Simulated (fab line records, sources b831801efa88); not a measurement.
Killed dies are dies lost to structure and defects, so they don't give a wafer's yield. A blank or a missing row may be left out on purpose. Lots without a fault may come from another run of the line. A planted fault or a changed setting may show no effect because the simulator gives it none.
fab line records | flow sky130 | part 2 of 2: steps 24 to 24 of 24
record lots=7 wafers=21 last_day=50
route steps=708 shown LI_CONTACT@381 LOCAL_INTERCONNECT@387 PAD_OPEN@708
lots that met no fault: from a run of the same line without faults
start_h: hours from the record's first day to the start of the lot's first wafer shown | wait_h: hours since the lot's step before | " the same as in the row above | L1.1+2: a row that stands for several wafers | - no value, or no start given | * or withheld: withheld | < > ~ a bound
route shown NAME@n: a module of which the file shows steps, and the number in the route of the first | usual: mean/standard deviation of fault-free wafers | same: alike in all rows | chamber/n: place in a boat | sites: the reading at each site | _std_site: their standard deviation | _edge_site: outer sites' mean less inner sites' | radius_mm: how far each site lies from the wafer's centre | mask NAME#n: copy n | behind: the tool/chamber that last shaped the wafer | hold: why the lot was held/for how many hours/how that ended | device: the transistor (n, p or np) that didn't switch | end of line: the same wafers' tests at the end of the route | a step without rows: its recipe alone | killed: dies lost to structure and defects at the first sort, not the wafer's yield | map: a wafer's dies, x killed, . not, _ none there
set.NAME: the setting as run; set.NAME@STEP: as run at that earlier step | model.NAME: the simulator's own value behind a step, which no gauge read
lots at some steps of the route; a table a step, a row a wafer
services: from which hour (start_h, from the record's first day; less than 0 if before it) a tool's chamber was out of use, for how many hours, and why
## steps
# step SKY_PAD_OPEN_PROBE_99
# usual killed_at_M0_to_M3=42/6.9 killed_at_M4_up=3.2/1.7 killed_at_contacts=25/5.1 killed_at_front_end=15/4.5 killed_at_other=0.4/0.63 killed_dies=86/9.3 killed_on_rim=17/3.9 killed_open=46/7 killed_short=39/6.9
# same gross_dies=492 killed_at_back_side=0
# columns lot.wafer tool chamber start_h wait_h killed_at_M0_to_M3 killed_at_M4_up killed_at_contacts killed_at_front_end killed_at_other killed_dies killed_on_rim killed_open killed_short
L707.2 prober-01 - 1103.03 0.1 36 1 25 23 1 86 21 50 35
L707.4 prober-01 - 1103.13 0.2 40 2 33 20 1 96 21 61 33
L707.6 prober-01 - 1103.23 0.2 47 2 26 22 1 98 21 54 42
L713.2 prober-02 - 1138.60 0.1 54 5 25 18 1 103 21 57 44
L713.3 prober-02 - 1138.65 0.2 50 2 27 14 0 93 17 55 37
L713.6 prober-02 - 1138.80 0.2 50 3 22 17 1 93 21 52 38
L715.2 prober-01 - 1149.68 0.1 32 4 25 13 2 76 15 39 37
L715.4 prober-01 - 1149.78 0.2 38 3 23 16 0 80 20 47 33
L715.5 prober-01 - 1149.83 0.2 42 2 23 12 1 80 20 47 33
L716.2 prober-01 - 1161.58 0.1 35 2 24 24 0 85 16 42 43
L716.3 prober-01 - 1161.63 0.2 36 4 27 20 0 87 14 43 44
L716.6 prober-01 - 1161.78 0.2 35 2 23 9 1 70 13 34 36
L720.3 prober-01 - 1173.69 0.2 44 6 20 10 1 81 18 36 45
L720.4 prober-01 - 1173.74 0.2 39 4 27 15 0 85 15 49 36
L720.6 prober-01 - 1173.84 0.2 40 3 23 13 1 80 16 46 34
L723.3 prober-02 - 1189.28 0.2 46 3 22 18 1 90 15 51 39
L723.4 prober-02 - 1189.33 0.2 33 1 15 20 0 69 13 30 39
L723.5 prober-02 - 1189.38 0.2 39 3 28 17 0 87 12 56 31
L724.3 prober-01 - 1198.19 0.2 42 3 22 10 1 78 14 39 39
L724.4 prober-01 - 1198.24 0.2 34 4 42 17 0 97 23 52 44
L724.5 prober-01 - 1198.29 0.2 42 4 30 21 0 97 14 54 43
# killed by level:class
L707.2 LI_CONTACT:geometric_particle:open=9 VIA3:geometric_particle:open=8 VIA2:geometric_particle:open=7 CONTACT:geometric_particle:open=7 POLY_GATE:geometric_particle:short=6 CONTACT:geometric_particle:short=5 POLY_GATE:geometric_particle:open=4 VIA1:geometric_particle:open=4
L707.4 CONTACT:geometric_particle:open=15 VIA3:geometric_particle:open=12 LI_CONTACT:geometric_particle:open=11 VIA1:geometric_particle:open=7 FIELD_ISO:geometric_particle:open=4 VIA1:geometric_particle:short=4 METAL2:geometric_particle:short=4 VIA2:geometric_particle:short=4
L707.6 VIA1:geometric_particle:open=10 CONTACT:geometric_particle:short=9 VIA3:geometric_particle:open=9 LI_CONTACT:geometric_particle:open=8 CONTACT:geometric_particle:open=7 POLY_GATE:geometric_particle:short=6 METAL3:geometric_particle:short=6 FIELD_ISO:geometric_particle:open=4
L713.2 CONTACT:geometric_particle:open=12 METAL1:geometric_particle:short=9 VIA1:geometric_particle:open=9 VIA2:geometric_particle:open=8 METAL2:geometric_particle:short=7 VIA2:geometric_particle:short=7 VIA3:geometric_particle:open=6 FIELD_ISO:geometric_particle:open=5
L713.3 CONTACT:geometric_particle:open=10 VIA1:geometric_particle:open=10 LI_CONTACT:geometric_particle:open=8 VIA2:geometric_particle:open=7 VIA1:geometric_particle:short=6 VIA3:geometric_particle:open=6 VIA2:geometric_particle:short=5 FIELD_ISO:geometric_particle:short=4
L713.6 VIA1:geometric_particle:open=16 VIA2:geometric_particle:open=9 CONTACT:geometric_particle:open=8 METAL1:geometric_particle:short=6 POLY_GATE:geometric_particle:open=5 LI_CONTACT:geometric_particle:open=5 CONTACT:geometric_particle:short=5 VIA3:geometric_particle:open=5
L715.2 VIA1:geometric_particle:open=11 CONTACT:geometric_particle:short=7 LI_CONTACT:geometric_particle:open=6 VIA3:geometric_particle:open=6 LOCAL_INTERCONNECT:geometric_particle:short=5 FIELD_ISO:geometric_particle:short=4 CONTACT:geometric_particle:open=4 VIA1:geometric_particle:short=4
L715.4 VIA1:geometric_particle:open=9 LI_CONTACT:geometric_particle:open=7 CONTACT:geometric_particle:open=7 FIELD_ISO:geometric_particle:open=6 VIA2:geometric_particle:open=6 FIELD_ISO:geometric_particle:short=5 LOCAL_INTERCONNECT:geometric_particle:short=5 VIA1:geometric_particle:short=5
L715.5 LI_CONTACT:geometric_particle:open=10 VIA1:geometric_particle:open=10 FIELD_ISO:geometric_particle:open=7 VIA1:geometric_particle:short=7 VIA3:geometric_particle:open=6 CONTACT:geometric_particle:open=5 CONTACT:geometric_particle:short=4 METAL1:geometric_particle:short=4
L716.2 VIA1:geometric_particle:short=8 FIELD_ISO:geometric_particle:short=7 CONTACT:geometric_particle:open=7 VIA1:geometric_particle:open=7 FIELD_ISO:geometric_particle:open=6 LI_CONTACT:geometric_particle:short=5 METAL1:geometric_particle:short=5 VIA3:geometric_particle:open=5
L716.3 CONTACT:geometric_particle:open=17 VIA1:geometric_particle:short=7 METAL2:geometric_particle:short=7 FIELD_ISO:geometric_particle:short=6 VIA1:geometric_particle:open=6 CONTACT:geometric_particle:short=5 POLY_GATE:geometric_particle:open=4 LI_CONTACT:geometric_particle:open=4
L716.6 CONTACT:geometric_particle:open=10 VIA2:geometric_particle:open=8 LI_CONTACT:geometric_particle:open=6 VIA1:geometric_particle:short=6 CONTACT:geometric_particle:short=5 METAL2:geometric_particle:short=5 VIA2:geometric_particle:short=5 METAL3:geometric_particle:short=4
L720.3 VIA1:geometric_particle:short=11 VIA1:geometric_particle:open=9 VIA2:geometric_particle:open=7 CONTACT:geometric_particle:open=6 METAL4:geometric_particle:short=5 LOCAL_INTERCONNECT:geometric_particle:short=5 LI_CONTACT:geometric_particle:open=4 VIA3:geometric_particle:short=4
L720.4 CONTACT:geometric_particle:open=12 VIA1:geometric_particle:open=10 VIA1:geometric_particle:short=7 METAL2:geometric_particle:short=7 VIA3:geometric_particle:open=6 FIELD_ISO:geometric_particle:open=5 LOCAL_INTERCONNECT:geometric_particle:short=5 LI_CONTACT:geometric_particle:open=4
L720.6 VIA2:geometric_particle:open=10 LI_CONTACT:geometric_particle:open=7 CONTACT:geometric_particle:open=7 VIA1:geometric_particle:open=7 VIA3:geometric_particle:open=5 FIELD_ISO:geometric_particle:short=4 VIA1:geometric_particle:short=4 METAL3:geometric_particle:short=4
L723.3 VIA1:geometric_particle:open=15 VIA2:geometric_particle:open=8 CONTACT:geometric_particle:open=7 FIELD_ISO:geometric_particle:short=6 LI_CONTACT:geometric_particle:open=6 VIA1:geometric_particle:short=6 LOCAL_INTERCONNECT:geometric_particle:short=5 POLY_GATE:geometric_particle:short=4
L723.4 METAL2:geometric_particle:short=9 FIELD_ISO:geometric_particle:short=6 POLY_GATE:geometric_particle:open=6 CONTACT:geometric_particle:short=6 VIA1:geometric_particle:short=5 VIA1:geometric_particle:open=5 VIA2:geometric_particle:open=5 POLY_GATE:geometric_particle:short=4
L723.5 VIA1:geometric_particle:open=15 CONTACT:geometric_particle:open=12 LI_CONTACT:geometric_particle:open=8 FIELD_ISO:geometric_particle:open=6 CONTACT:geometric_particle:short=6 VIA3:geometric_particle:open=6 POLY_GATE:geometric_particle:short=4 VIA1:geometric_particle:short=4
L724.3 LI_CONTACT:geometric_particle:open=8 VIA1:geometric_particle:open=8 METAL1:geometric_particle:short=7 CONTACT:geometric_particle:short=6 VIA3:geometric_particle:open=6 VIA2:geometric_particle:open=6 VIA3:geometric_particle:short=6 CONTACT:geometric_particle:open=5
L724.4 CONTACT:geometric_particle:open=16 LI_CONTACT:geometric_particle:open=11 FIELD_ISO:geometric_particle:short=8 VIA3:geometric_particle:open=8 VIA1:geometric_particle:open=6 VIA2:geometric_particle:open=6 LOCAL_INTERCONNECT:geometric_particle:short=5 METAL1:geometric_particle:short=5
L724.5 CONTACT:geometric_particle:open=11 LI_CONTACT:geometric_particle:open=9 VIA1:geometric_particle:open=9 FIELD_ISO:geometric_particle:short=6 METAL2:geometric_particle:short=6 VIA2:geometric_particle:open=6 VIA3:geometric_particle:open=6 VIA1:geometric_particle:short=5
## services
# columns tool chamber start_h hours kind
cvd_w-01 - 686.13 2.8 repair
cmp-01 - 687.04 7.7 pm
plasma_asher-02 - 691.80 0.5 repair
plasma_asher-01 - 693.75 2.8 pm
pvd_sputter-04 - 699.35 7.9 repair
plasma_asher-01 - 709.86 2.4 repair
pvd_sputter-01 - 714.41 0.7 repair
plasma_asher-04 - 733.75 9.0 pm
plasma_asher-01 - 738.93 9.2 repair
cmp-02 - 744.00 4.0 pm
plasma_asher-04 - 750.26 10.0 pm
cmp-01 - 754.60 0.4 repair
pvd_sputter-01 - 761.43 2.8 repair
cmp-01 - 761.44 1.8 repair
cmp-01 - 766.44 0.6 repair
pvd_sputter-01 - 796.74 4.7 repair
plasma_asher-04 - 797.02 2.8 pm
plasma_asher-02 - 812.74 3.3 repair
rie_metal-01 - 817.47 0.8 repair
cvd_w-02 1 832.08 2.5 repair
cvd_w-01 - 841.19 0.8 repair
cmp-02 - 854.05 4.4 pm
rie_metal-04 1 866.54 3.6 repair
rie_metal-02 - 870.71 1.4 pm
